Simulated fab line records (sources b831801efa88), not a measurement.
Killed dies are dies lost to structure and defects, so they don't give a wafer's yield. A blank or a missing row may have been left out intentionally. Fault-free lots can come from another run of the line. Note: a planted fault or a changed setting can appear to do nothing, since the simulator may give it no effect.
fab line records ; flow sky130
record lots=13; wafers=39; last-day=50
route steps=708 shown FIELD_ISO@15 PWDE@49 VT_ADJUST_NCORE@130 VT_ADJUST_PCH@153
lots that met no fault: taken from a fault-free run of the same line
start-h: hours from the record's opening day to when the first of the lot's shown wafers began ; wait-h: hours since the lot's step before ; " as in the row above ; L1.1+2: several wafers, shown together as one row ; - either no value or no given start ; * or withheld: withheld ; < > ~ a bound
route shown NAME@n: names a module that has steps shown in the file, with the first one's number in the route ; usual: average and standard deviation across the fault-free wafers ; same: alike in all rows ; chamber/n: place in a boat ; sites: each site's reading ; _std_site: standard deviation of those values ; _edge_site: mean of outer sites minus mean of inner sites ; radius-mm: how far each site lies from the wafer's centre ; mask NAME#n: copy n ; behind: the tool/chamber that last shaped the wafer ; hold: why the lot went on hold/how many hours it stayed there/how the hold came to an end ; device: which transistor (n, p or np) failed to switch ; end of line: tests run on the same wafers once the route is complete ; step lacking rows: just its recipe ; killed: dies lost to structure and defects at the first sort, not the wafer's yield ; map: a wafer's dies, marking killed ones x, the rest . and places with no die _
set.NAME: the setting as run; set.NAME@STEP: as run at that earlier step ; model.NAME: the simulator's own value behind a step, which no gauge read
steps of the route over a sample of lots; a table a step, a row a wafer
services: the hour from which a tool's chamber was out of use, counted from the record's first day as start-h (under 0 if before that day), plus the number of hours and why
## steps
# step SKY_FIELD_ISO_ETCH_14
# recipe chemistry=N2/H2; target=BARC; ion-energy-ev=200; source-w=500; bias-w=100; pressure-mtorr=30; n2-flow-sccm=100; h2-flow-sccm=200; stop-on=SiO2; time-s=45.9; target-depth-a=600
# usual drypump-motor-current-A=5.8/0.42; oes-product-au=0.855/0.0042; throttle-valve-pct=13.224/0.0094
lot.wafer;tool;chamber;start-h;wait-h;drypump-motor-current-A;oes-product-au;rf-hours-counter-h;throttle-valve-pct
L836.1;rie-diel-03;1;30.19;0.1;5.1;0.862;118;13.225
L836.2;rie-diel-03;3;30.19;0.1;5.8;0.858;90;13.223
L836.4;rie-diel-03;2;30.19;0.1;5.8;0.854;46;13.197
L837.1;rie-diel-02;3;34.11;0.1;6.2;0.856;158;13.219
L837.3;rie-diel-02;0;34.11;0.1;5.4;0.858;29;13.224
L837.5;rie-diel-02;1;34.11;0.1;6.2;0.858;-;13.227
L839.1;rie-diel-02;0;44.11;0.1;5.3;0.854;29;13.239
L839.3;rie-diel-02;3;44.11;0.1;6.2;0.854;158;13.231
L839.6;rie-diel-02;0;44.11;0.1;5.3;0.859;-;13.222
L843.1;rie-diel-02;2;65.78;0.1;6.1;0.846;91;13.223
L843.4;rie-diel-02;2;65.78;0.1;6.1;0.854;-;13.233
L843.5;rie-diel-02;1;65.78;0.1;6.2;0.846;-;13.223
L844.2;rie-diel-02;0;70.58;0.1;5.3;0.854;30;13.229
L844.4;rie-diel-02;1;70.58;0.1;6.2;0.859;-;13.222
L844.5;rie-diel-02;0;70.58;0.1;5.3;0.859;-;13.233
L846.2;rie-diel-03;0;79.71;0.1;5.2;0.857;76;13.221
L846.5;rie-diel-03;1;79.71;0.1;5.1;0.856;-;13.213
L846.6;rie-diel-03;0;79.71;0.1;5.2;0.854;-;13.218
L847.3;rie-diel-04;3;90.46;0.1;5.7;0.855;125;13.238
L847.4;rie-diel-04;1;90.46;0.1;5.6;0.850;87;13.226
L847.5;rie-diel-04;0;90.46;0.1;6.5;0.848;-;13.220
L848.1;rie-diel-02;2;90.81;0.1;6.1;0.858;91;13.240
L848.3;rie-diel-02;0;90.81;0.1;5.4;0.850;30;13.243
L848.5;rie-diel-02;0;90.81;0.1;5.3;0.854;-;13.229
L849.2;rie-diel-04;2;102.61;0.1;5.3;0.849;113;13.238
L849.5;rie-diel-04;1;102.61;0.1;5.6;0.859;-;13.220
L849.6;rie-diel-04;0;102.61;0.1;6.5;0.855;-;13.218
L851.1;rie-diel-04;0;113.24;0.1;6.5;0.853;6;13.223
L851.2;rie-diel-04;3;113.24;0.1;5.7;0.854;125;13.221
L851.4;rie-diel-04;1;113.24;0.1;5.6;0.851;87;13.217
L853.2;rie-diel-02;0;125.99;0.1;5.4;0.854;31;13.225
L853.3;rie-diel-02;3;125.99;0.1;6.2;0.851;160;13.227
L853.5;rie-diel-02;2;125.99;0.1;6.1;0.851;-;13.229
L857.2;rie-diel-02;0;143.31;0.1;5.4;0.854;32;13.228
L857.3;rie-diel-02;2;143.31;0.1;6.1;0.856;93;13.227
L857.5;rie-diel-02;2;143.31;0.1;6.1;0.853;-;13.205
L859.1;rie-diel-02;1;151.78;0.1;6.1;0.856;97;13.227
L859.4;rie-diel-02;3;151.78;0.1;6.2;0.858;0;13.223
L859.5;rie-diel-02;2;151.78;0.1;6.1;0.851;-;13.222
# step SKY_PWDE_EXPOSE_04
# recipe mask-id=PWDEM; na=0.6; source-shape=conventional; sigma-outer=0.6; polarization=unpolarized; target-cd-nm=840; dose-mj=214
# usual focus-offset-nm=-0.1/0.53
lot.wafer;tool;chamber;start-h;wait-h;mask;focus-offset-nm
L836.1;iline-stepper-01;0;60.59;-;PWDEM#0;0.7
L836.2;iline-stepper-01;0;60.59;-;PWDEM#0;0.8
L836.4;iline-stepper-01;0;60.59;-;PWDEM#0;-0.4
L837.1;iline-stepper-01;0;67.96;-;PWDEM#0;0.9
L837.3;iline-stepper-01;0;67.96;-;PWDEM#0;0.1
L837.5;iline-stepper-01;0;67.96;-;PWDEM#0;0.5
L839.1;iline-stepper-02;0;75.04;-;PWDEM#0;-0.6
L839.3;iline-stepper-02;0;75.04;-;PWDEM#0;-0.9
L839.6;iline-stepper-02;0;75.04;-;PWDEM#0;-0.8
L843.1;iline-stepper-01;0;107.93;-;PWDEM#0;0.1
L843.4;iline-stepper-01;0;107.93;-;PWDEM#0;0.8
L843.5;iline-stepper-01;0;107.93;-;PWDEM#0;0.3
L844.2;iline-stepper-01;0;125.61;-;PWDEM#0;-0.4
L844.4;iline-stepper-01;0;125.61;-;PWDEM#0;-0.4
L844.5;iline-stepper-01;0;125.61;-;PWDEM#0;-0.3
L846.2;iline-stepper-02;0;126.39;-;PWDEM#0;0.2
L846.5;iline-stepper-02;0;126.39;-;PWDEM#0;0.1
L846.6;iline-stepper-02;0;126.39;-;PWDEM#0;-0.4
L848.1;iline-stepper-02;0;144.46;-;PWDEM#0;0.9
L848.3;iline-stepper-02;0;144.46;-;PWDEM#0;0.3
L848.5;iline-stepper-02;0;144.46;-;PWDEM#0;0.5
L847.3;iline-stepper-01;0;145.25;-;NWM#0;0.1
L847.4;iline-stepper-01;0;145.25;-;NWM#0;0.0
L847.5;iline-stepper-01;0;145.25;-;NWM#0;0.4
L849.2;iline-stepper-01;0;152.70;-;PWDEM#0;0.0
L849.5;iline-stepper-01;0;152.70;-;PWDEM#0;0.4
L849.6;iline-stepper-01;0;152.70;-;PWDEM#0;-0.2
L851.1;iline-stepper-02;0;158.72;-;PWDEM#0;0.6
L851.2;iline-stepper-02;0;158.72;-;PWDEM#0;1.0
L851.4;iline-stepper-02;0;158.72;-;PWDEM#0;0.6
L853.2;iline-stepper-01;0;167.48;-;PWDEM#0;-0.1
L853.3;iline-stepper-01;0;167.48;-;PWDEM#0;-0.7
L853.5;iline-stepper-01;0;167.48;-;PWDEM#0;-0.1
L857.2;iline-stepper-01;0;181.20;-;PWDEM#0;-0.7
L857.3;iline-stepper-01;0;181.20;-;PWDEM#0;-0.3
L857.5;iline-stepper-01;0;181.20;-;PWDEM#0;0.0
L859.1;iline-stepper-02;0;190.37;-;PWDEM#0;0.1
L859.4;iline-stepper-02;0;190.37;-;PWDEM#0;0.7
L859.5;iline-stepper-02;0;190.37;-;PWDEM#0;-0.2
# step SKY_PWDE_OVL_MEAS_07
# usual PWDE_OVL=1.5/1.5
lot.wafer;tool;chamber;start-h;wait-h;PWDE_OVL[nm]
L836.1;overlay-02;-;68.54;-;2.0
L836.2;overlay-02;-;68.54;-;-1.0
L836.4;overlay-02;-;68.54;-;1.5
L837.1;overlay-02;-;75.36;-;0.0
L837.3;overlay-02;-;75.36;-;-2.0
L837.5;overlay-02;-;75.36;-;0.7
L839.1;overlay-01;-;83.01;-;1.5
L839.3;overlay-01;-;83.01;-;4.4
L839.6;overlay-01;-;83.01;-;3.6
L843.1;overlay-01;-;116.44;-;-0.4
L843.4;overlay-01;-;116.44;-;-0.7
L843.5;overlay-01;-;116.44;-;1.2
L844.2;overlay-01;-;134.63;-;2.9
L844.4;overlay-01;-;134.63;-;2.1
L844.5;overlay-01;-;134.63;-;4.0
L846.2;overlay-02;-;135.05;-;5.5
L846.5;overlay-02;-;135.05;-;3.7
L846.6;overlay-02;-;135.05;-;3.5
L848.1;overlay-02;-;154.06;-;1.1
L848.3;overlay-02;-;154.06;-;1.0
L848.5;overlay-02;-;154.06;-;1.1
L847.3;overlay-01;-;154.70;-;-
L847.4;overlay-01;-;154.70;-;-
L847.5;overlay-01;-;154.70;-;-
L849.2;overlay-01;-;162.10;-;2.0
L849.5;overlay-01;-;162.10;-;0.9
L849.6;overlay-01;-;162.10;-;2.9
L851.1;overlay-02;-;168.68;-;-0.6
L851.2;overlay-02;-;168.68;-;2.2
L851.4;overlay-02;-;168.68;-;0.7
L853.2;overlay-01;-;177.72;-;1.2
L853.3;overlay-01;-;177.72;-;3.4
L853.5;overlay-01;-;177.72;-;1.6
L857.2;overlay-01;-;191.69;-;1.3
L857.3;overlay-01;-;191.69;-;1.4
L857.5;overlay-01;-;191.69;-;5.3
L859.1;overlay-01;-;200.81;-;0.7
L859.4;overlay-01;-;200.81;-;1.1
L859.5;overlay-01;-;200.81;-;-0.1
# step SKY_PWDE_TW_MEAS_10
# usual PWDE_TW=373.0/2.6
lot.wafer;tool;chamber;start-h;wait-h;PWDE_TW
L836.1;film-metro-04;-;68.83;0.1;374.7
L836.2;film-metro-04;-;68.83;0.1;375.4
L836.4;film-metro-04;-;68.83;0.1;377.2
L837.1;film-metro-01;-;75.65;0.1;371.2
L837.3;film-metro-01;-;75.65;0.1;372.9
L837.5;film-metro-01;-;75.65;0.1;368.2
L839.1;film-metro-01;-;83.30;0.1;373.3
L839.3;film-metro-01;-;83.30;0.1;372.4
L839.6;film-metro-01;-;83.30;0.1;372.2
L843.1;film-metro-02;-;116.73;0.1;376.6
L843.4;film-metro-02;-;116.73;0.1;375.1
L843.5;film-metro-02;-;116.73;0.1;379.3
L844.2;film-metro-04;-;134.92;0.1;370.1
L844.4;film-metro-04;-;134.92;0.1;370.4
L844.5;film-metro-04;-;134.92;0.1;371.4
L846.2;film-metro-02;-;135.34;0.1;375.6
L846.5;film-metro-02;-;135.34;0.1;371.9
L846.6;film-metro-02;-;135.34;0.1;374.2
L848.1;film-metro-01;-;154.35;0.1;370.3
L848.3;film-metro-01;-;154.35;0.1;369.9
L848.5;film-metro-01;-;154.35;0.1;369.8
L847.3;film-metro-02;-;154.99;0.1;29.8
L847.4;film-metro-02;-;154.99;0.1;29.9
L847.5;film-metro-02;-;154.99;0.1;30.0
L849.2;film-metro-04;-;162.39;0.1;370.1
L849.5;film-metro-04;-;162.39;0.1;372.6
L849.6;film-metro-04;-;162.39;0.1;371.6
L851.1;film-metro-02;-;168.97;0.1;372.8
L851.2;film-metro-02;-;168.97;0.1;374.8
L851.4;film-metro-02;-;168.97;0.1;373.9
L853.2;film-metro-02;-;178.01;0.1;373.6
L853.3;film-metro-02;-;178.01;0.1;372.7
L853.5;film-metro-02;-;178.01;0.1;374.9
L857.2;film-metro-02;-;191.98;0.1;371.6
L857.3;film-metro-02;-;191.98;0.1;370.2
L857.5;film-metro-02;-;191.98;0.1;375.6
L859.1;film-metro-02;-;201.10;0.1;378.3
L859.4;film-metro-02;-;201.10;0.1;378.9
L859.5;film-metro-02;-;201.10;0.1;378.5
# step SKY_VT_ADJUST_NCORE_TW_MEAS_11
# usual VT_ADJUST_NCORE_TW=217.0/0.99
lot.wafer;tool;chamber;start-h;wait-h;VT_ADJUST_NCORE_TW
L836.1;film-metro-03;-;176.14;0.1;217.6
L836.2;film-metro-03;-;176.14;0.1;216.7
L836.4;film-metro-03;-;176.14;0.1;218.2
L837.1;film-metro-01;-;188.31;0.1;217.6
L837.3;film-metro-01;-;188.31;0.1;217.5
L837.5;film-metro-01;-;188.31;0.1;218.1
L839.1;film-metro-03;-;199.47;0.1;216.9
L839.3;film-metro-03;-;199.47;0.1;215.2
L839.6;film-metro-03;-;199.47;0.1;216.6
L843.1;film-metro-04;-;243.10;0.1;217.2
L843.4;film-metro-04;-;243.10;0.1;218.0
L843.5;film-metro-04;-;243.10;0.1;218.3
L844.2;film-metro-01;-;264.70;0.1;217.0
L844.4;film-metro-01;-;264.70;0.1;218.5
L844.5;film-metro-01;-;264.70;0.1;217.1
L846.2;film-metro-01;-;268.43;0.1;217.7
L846.5;film-metro-01;-;268.43;0.1;216.3
L846.6;film-metro-01;-;268.43;0.1;216.5
L848.1;film-metro-03;-;292.22;0.1;217.0
L848.3;film-metro-03;-;292.22;0.1;216.4
L848.5;film-metro-03;-;292.22;0.1;215.6
L847.3;film-metro-04;-;293.22;0.1;217.1
L847.4;film-metro-04;-;293.22;0.1;218.6
L847.5;film-metro-04;-;293.22;0.1;218.7
L849.2;film-metro-01;-;299.93;0.1;218.0
L849.5;film-metro-01;-;299.93;0.1;218.3
L849.6;film-metro-01;-;299.93;0.1;217.9
L851.1;film-metro-03;-;309.42;0.1;215.7
L851.2;film-metro-03;-;309.42;0.1;215.3
L851.4;film-metro-03;-;309.42;0.1;216.7
L853.2;film-metro-01;-;321.51;0.1;215.3
L853.3;film-metro-01;-;321.51;0.1;215.6
L853.5;film-metro-01;-;321.51;0.1;215.6
L857.2;film-metro-03;-;338.83;0.1;216.8
L857.3;film-metro-03;-;338.83;0.1;215.9
L857.5;film-metro-03;-;338.83;0.1;216.4
L859.1;film-metro-01;-;350.42;0.1;218.5
L859.4;film-metro-01;-;350.42;0.1;216.6
L859.5;film-metro-01;-;350.42;0.1;216.6
# step SKY_VT_ADJUST_PCH_TW_MEAS_10
# usual VT_ADJUST_PCH_TW=141.7/0.93
lot.wafer;tool;chamber;start-h;wait-h;VT_ADJUST_PCH_TW
L836.1;film-metro-03;-;219.66;0.1;141.4
L836.2;film-metro-03;-;219.66;0.1;141.6
L836.4;film-metro-03;-;219.66;0.1;141.3
L837.1;film-metro-03;-;232.66;0.1;142.1
L837.3;film-metro-03;-;232.66;0.1;142.4
L837.5;film-metro-03;-;232.66;0.1;141.9
L839.1;film-metro-03;-;245.20;0.1;142.0
L839.3;film-metro-03;-;245.20;0.1;141.7
L839.6;film-metro-03;-;245.20;0.1;141.6
L843.1;film-metro-02;-;292.06;0.1;141.5
L843.4;film-metro-02;-;292.06;0.1;141.5
L843.5;film-metro-02;-;292.06;0.1;142.7
L844.2;film-metro-03;-;317.01;0.1;140.9
L844.4;film-metro-03;-;317.01;0.1;140.0
L844.5;film-metro-03;-;317.01;0.1;140.4
L846.2;film-metro-03;-;320.47;0.1;139.8
L846.5;film-metro-03;-;320.47;0.1;140.3
L846.6;film-metro-03;-;320.47;0.1;140.0
L848.1;film-metro-03;-;345.70;0.1;140.7
L848.3;film-metro-03;-;345.70;0.1;140.1
L848.5;film-metro-03;-;345.70;0.1;139.7
L847.3;film-metro-03;-;347.42;0.1;141.1
L847.4;film-metro-03;-;347.42;0.1;140.2
L847.5;film-metro-03;-;347.42;0.1;140.3
L849.2;film-metro-02;-;354.41;0.1;142.1
L849.5;film-metro-02;-;354.41;0.1;142.7
L849.6;film-metro-02;-;354.41;0.1;142.5
L851.1;film-metro-02;-;364.15;0.1;142.8
L851.2;film-metro-02;-;364.15;0.1;142.7
L851.4;film-metro-02;-;364.15;0.1;143.3
L853.2;film-metro-01;-;376.99;0.1;141.1
L853.3;film-metro-01;-;376.99;0.1;141.4
L853.5;film-metro-01;-;376.99;0.1;141.1
L857.2;film-metro-02;-;395.56;0.1;142.0
L857.3;film-metro-02;-;395.56;0.1;142.1
L857.5;film-metro-02;-;395.56;0.1;142.1
L859.1;film-metro-03;-;407.30;0.1;141.5
L859.4;film-metro-03;-;407.30;0.1;141.0
L859.5;film-metro-03;-;407.30;0.1;141.2
## services
tool;chamber;start-h;hours;kind
iline-stepper-02;-;10.64;1.7;pm
iline-stepper-01;-;20.58;1.7;pm
iline-stepper-02;-;21.58;9.2;repair
rie-diel-02;3;59.20;12.2;repair
iline-stepper-02;0;74.46;-;calibration
rie-diel-02;3;99.58;1.8;repair
rie-diel-02;2;119.73;4.2;repair
iline-stepper-01;0;121.50;-;calibration
rie-diel-02;3;130.18;-;clean
rie-diel-02;3;130.18;15.5;scheduled-down
rie-diel-02;3;130.18;15.5;vent-cycle
rie-diel-03;0;131.64;6.9;repair
rie-diel-04;0;150.11;13.5;repair
rie-diel-04;-;156.79;14.6;pm
rie-diel-03;3;168.38;22.3;repair
rie-diel-04;1;177.18;3.8;repair
iline-stepper-01;-;186.25;4.4;pm
rie-diel-03;0;190.38;19.2;repair
## key
first-sign step=SKY_PWDE_EXPOSE_04; reading=mask; direction=changed
effect step=SKY_PWDE_OVL_MEAS_07; reading=PWDE_OVL; direction=missing
effect step=SKY_PWDE_TW_MEAS_10; reading=PWDE_TW; direction=down; sigmas=99+; usual=373.0; struck=29.9
met-at SKY_PWDE_EXPOSE_04
struck-lots L847
sort-left-out L847.3,L847.4,L847.5
tester-left-out L847
not-acting-at SKY_FIELD_ISO_ETCH_14,SKY_VT_ADJUST_NCORE_TW_MEAS_11,SKY_VT_ADJUST_PCH_TW_MEAS_10
onset-between 125.61 145.25
fault kind=wrong-mask; tool=any; chamber=-; onset-h=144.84; steps=SKY_PWDE_EXPOSE_04; aux-copy=NWM#0; scope=struck-lots-only
# tester-left-out: of these lots the tester's yield and bins aren't shown, on N5 and GAA mostly nor the transistor test; their killed dies are dies lost to structure and defects alone, not to doping, threshold or leakage, so they don't give the yield
# sort-left-out: the simulated sort isn't trusted on such a fault, so these wafers' sort isn't shown, and their yield isn't known
